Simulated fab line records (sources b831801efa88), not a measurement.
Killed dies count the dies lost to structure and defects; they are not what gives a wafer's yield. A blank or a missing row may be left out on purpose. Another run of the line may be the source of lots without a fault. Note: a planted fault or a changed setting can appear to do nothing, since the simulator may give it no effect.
Problem report, 8D (eight disciplines) form, completed by code ; flow gf180mcu ; the parts of the form that need people (team, actions taken, sign-off) are left out

== 1. WHAT IS WRONG ==
overpolish_run_s at GF_V2_CMP_26 reads a mean of 13.808 s on 6 wafers of 2 lots; wafers without a fault read 15.000 s with a standard deviation of 0.0089. That is -99 or more standard deviations from the usual mean.
The step: polishes, stops on SiO2, t overpolish 15 s, target thk 0 nm.
Earliest sighting: wafer L182.3 on cmp-02 at day 24 04:55. The record has a number at this step for 36 wafers belonging to 12 lots. Rule for "out" (also "out of limits"): further than 4 standard deviations from the usual mean. All remaining wafers that have a number are taken as sound.

== 2. WHAT IT IS, WHAT IT ISN'T ==
question;is;is not
which readings at this step;overpolish_run_s;edge_zone_pressure_frac, time_to_endpoint_s
which lots;L182, L184;L172, L173, L174, L175, L186, L191, L192, L193, L194, L195
which wafers of those lots;all that have a number;-
read on which tools;cmp-02;cmp-01
when;from day 24 04:55;"up to then (12 sound wafers); but 18 sound wafers of L186, L191, L192, L193, L194, L195 came after"

== 3. WHAT RULES OUT EACH SUSPECT ==
Counting: a tool at any process step up to the reading remains a suspect when it ran all the lots that are out and ran no sound lot after the first of those.
- cmp-02 at GF_V2_CMP_26 (polishes, stops on SiO2, t overpolish 15 s, target thk 0 nm): ruled out as a lasting fault. Sound lots L193, L194 ran on it after its first lot that is out, L182 (day 24 04:55).
Left after counting: nothing in the record.

== 4. THE CAUSE (what the simulator had put in) ==
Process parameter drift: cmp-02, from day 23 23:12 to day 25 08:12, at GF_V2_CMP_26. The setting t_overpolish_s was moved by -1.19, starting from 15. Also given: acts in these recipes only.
Counting ruled it out, wrongly.

== 5. SEQUENCE OF EFFECTS, ordered by route ==
Each row: a reading whose mean over the struck wafers that have a number lies more than 3 standard deviations from the usual. Readings are gone through only where the record gives a usual standard deviation; hours: the median, over the lots, of the time from a lot's start at the first step in this table giving one to that lot's start at this step; sigmas: the change measured in usual standard deviations.
hours;step;reading;usual;on struck wafers;change;sigmas
0;GF_V2_CMP_26;overpolish_run_s;15.000 s;13.808;-1.192;-99 or more
Its process steps:
- GF_V2_CMP_26: polishes, stops on SiO2, t overpolish 15 s, target thk 0 nm.
Later steps that measure or inspect, where all struck wafers having a row at the step show a number for every such reading and not one has moved that far: GF_M3_CD_MEAS_14, GF_M3_OVL_MEAS_15.

== 6. HOW IT WOULD HAVE BEEN CAUGHT EARLIER ==
The fault began at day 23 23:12; the first out-of-limits reading in this record came at day 24 04:55, 6 hours later.
